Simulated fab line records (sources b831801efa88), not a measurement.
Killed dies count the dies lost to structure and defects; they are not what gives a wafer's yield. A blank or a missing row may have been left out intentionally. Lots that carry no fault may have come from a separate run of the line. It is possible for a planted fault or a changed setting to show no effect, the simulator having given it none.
Which tool did it?	flow gf180mcu	Sampling: 12 lots, 36 wafers, 5 of 602 route steps

WHAT THE GAUGES SHOWED, per wafer
GF_V4_BOW_MEAS_05.
lot	measured	on	V4_BOW (um)
L221	day 24 09:29	film metro-02	117 137 129
L223	day 24 16:59	film metro-04	120 124 129
L224	day 25 02:48	film metro-04	136 144 123
L225	day 25 09:17	film metro-02	156 150 150
L226	day 26 01:20	film metro-04	135 125 134
L229	day 26 21:31	film metro-04	132 129 129
L235	day 28 08:44	film metro-03	136 135 135
L239	day 29 16:01	film metro-02	146 140 149 - - -
L240	day 29 18:27	film metro-04	156 171 149 - - -
L241	day 30 00:07	film metro-04	146 148 137
L242	day 30 06:13	film metro-02	122 118 133
L243	day 30 11:50	film metro-02	138 132 138

WHICH TOOL RAN EACH LOT (tool, then ch and the chambers of the sampled wafers, then the start)
lot	GF_V3_STRIP_18	GF_M4_SPUTTER_00	GF_M4_SPUTTER_03	GF_V4_CMP_04
L221	plasma asher-01 ch 0,1, day 23 07:21	pvd sputter-02, day 23 08:34	pvd sputter-02, day 23 08:44	cmp-02 ch 1,2,3, day 24 09:19
L223	plasma asher-01 ch 0, day 23 16:19	pvd sputter-01, day 23 17:33	pvd sputter-01, day 23 17:43	cmp-01 ch 0,1, day 24 16:43
L224	plasma asher-02 ch 0,1, day 24 02:40	pvd sputter-03, day 24 03:56	pvd sputter-03, day 24 04:06	cmp-01 ch 1,2,3, day 25 02:30
L225	plasma asher-02 ch 0,1, day 24 08:56	pvd sputter-03, day 24 10:07	pvd sputter-03, day 24 10:17	cmp-01 ch 0,1,3, day 25 08:57
L226	plasma asher-02 ch 0,1, day 25 00:58	pvd sputter-01, day 25 02:12	pvd sputter-01, day 25 02:22	cmp-02 ch 0,1,3, day 26 01:05
L229	plasma asher-02 ch 0,1, day 25 21:37	pvd sputter-02, day 25 22:50	pvd sputter-02, day 25 23:00	cmp-02 ch 1,2, day 26 21:13
L235	plasma asher-01 ch 0,1, day 27 10:14	pvd sputter-01, day 27 11:29	pvd sputter-01, day 27 11:38	cmp-01 ch 1,2, day 28 08:26
L239	plasma asher-01 ch 0, day 28 17:50	pvd sputter-03, day 28 19:11	pvd sputter-03, day 28 19:21	cmp-02 ch 1,2,3, day 29 15:46
L240	plasma asher-01 ch 0,1, day 28 20:37	pvd sputter-03, day 28 21:51	pvd sputter-03, day 28 22:01	cmp-01 ch 1,2, day 29 18:09
L241	plasma asher-02 ch 0,1, day 29 02:44	pvd sputter-01, day 29 03:56	pvd sputter-01, day 29 04:05	cmp-02 ch 1,3, day 29 23:46
L242	plasma asher-02 ch 0,1, day 29 08:07	pvd sputter-03, day 29 09:20	pvd sputter-03, day 29 09:30	cmp-01 ch 0,1, day 30 05:54
L243	plasma asher-01 ch 0,1, day 29 14:32	pvd sputter-02, day 29 15:43	pvd sputter-02, day 29 15:53	cmp-01 ch 0,1,2, day 30 11:35
- GF_V3_STRIP_18: strips in O2/N2.
- GF_M4_SPUTTER_00: material Ti, target thk 37.5 nm, time 150 s.
- GF_M4_SPUTTER_03: material Ti, target thk 10 nm, time 6.7 s.
- GF_V4_CMP_04: polishes SiO2.

WHAT THE TOOLS THEMSELVES READ (means of the sampled wafers that have a number; where no wafer has one, the mark that the record gives instead)
GF_V3_STRIP_18.
lot	tool	drypump motor current A (A)	heater power w (W)	oes product au (a.u.)
L221	plasma asher-01	5.6	306	0.591
L223	plasma asher-01	5.8	308	0.589
L224	plasma asher-02	5.5	307	0.591
L225	plasma asher-02	5.2	311	0.592
L226	plasma asher-02	5.5	308	0.593
L229	plasma asher-02	5.5	307	0.592
L235	plasma asher-01	5.3	303	0.593
L239	plasma asher-01	5.8	306	0.588
L240	plasma asher-01	5.3	299	0.587
L241	plasma asher-02	5.2	315	0.593
L242	plasma asher-02	5.2	315	0.586
L243	plasma asher-01	5.6	309	0.588

GF_M4_SPUTTER_00.
lot	tool	chamber pressure pa (Pa)	throttle valve pct (%)
L221	pvd sputter-02	1.999	30.9
L223	pvd sputter-01	1.999	30.1
L224	pvd sputter-03	1.999	29.3
L225	pvd sputter-03	2.003	29.4
L226	pvd sputter-01	2.001	28.9
L229	pvd sputter-02	1.999	31.5
L235	pvd sputter-01	2.002	28.6
L239	pvd sputter-03	1.996	29.9
L240	pvd sputter-03	2.001	29.7
L241	pvd sputter-01	2.001	29.3
L242	pvd sputter-03	2.005	30.3
L243	pvd sputter-02	2.003	30.6

GF_M4_SPUTTER_03.
lot	tool	chamber pressure pa (Pa)	throttle valve pct (%)
L221	pvd sputter-02	0.3006	30.6
L223	pvd sputter-01	0.3002	30.1
L224	pvd sputter-03	0.2990	29.1
L225	pvd sputter-03	0.3000	29.5
L226	pvd sputter-01	0.3001	28.9
L229	pvd sputter-02	0.2994	31.4
L235	pvd sputter-01	0.3003	28.6
L239	pvd sputter-03	0.2999	29.7
L240	pvd sputter-03	0.2999	29.8
L241	pvd sputter-01	0.2998	29.4
L242	pvd sputter-03	0.2993	30.2
L243	pvd sputter-02	0.3005	30.7

GF_V4_CMP_04.
lot	tool	edge zone pressure frac	head pressure psi (psi)	motor current A (A)	platen rpm (rpm)	retaining ring pressure frac	time to endpoint s (s)
L221	cmp-02	1.004	3.996	11.7	59.98	1.001	85
L223	cmp-01	1.001	3.999	14.0	59.96	1.001	86
L224	cmp-01	1.001	4.001	12.8	59.99	1.002	70
L225	cmp-01	0.999	4.002	13.2	60.01	1.002	80
L226	cmp-02	1.002	3.994	12.0	59.99	0.999	83
L229	cmp-02	1.001	4.008	11.9	59.99	1.002	76
L235	cmp-01	1.000	3.994	12.9	59.98	0.999	86
L239	cmp-02	-	-	-	-	-	-
L240	cmp-01	-	-	-	-	-	-
L241	cmp-02	0.998	4.004	11.0	59.99	1.006	86
L242	cmp-01	0.997	3.996	13.3	59.99	1.000	83
L243	cmp-01	0.996	4.011	13.8	59.97	1.005	88

THE ANSWER, worked out from the rows above alone
Rule: the usual values come from the lots themselves. The widest of any qualifying gaps counts: lots, ordered by their means at a reading, are off when they make up no more than a third of the lots, leave a main group of 4 or more, and stand apart from it by 3 or more times the standard deviation of that group's means. The tables above print the reading to a certain number of digits; a main group whose means all agree to those digits is not used. A lot without any number at a reading at which 4 lots or more have one is off too. Where the step has rows for the other lots, those lots are counted as sound. First the gauges in route order, then the tools' own readings, where a lot's mean is used as printed above. The first step at which some lot is off is used, and at that step the reading that is off furthest; a lot without a number counts as furthest.
Off: L239, L240, at GF_V4_CMP_04 (edge zone pressure frac). Without a number there: L239, L240. The main group has a mean of 1.000 with a standard deviation of 0.0023.
If a tool, at that step or one of the process steps before it, ran each lot that is off and ran no sound lot following the first of them, it fits. Of those tried, none fits.

WHAT THE SIMULATOR PUT IN
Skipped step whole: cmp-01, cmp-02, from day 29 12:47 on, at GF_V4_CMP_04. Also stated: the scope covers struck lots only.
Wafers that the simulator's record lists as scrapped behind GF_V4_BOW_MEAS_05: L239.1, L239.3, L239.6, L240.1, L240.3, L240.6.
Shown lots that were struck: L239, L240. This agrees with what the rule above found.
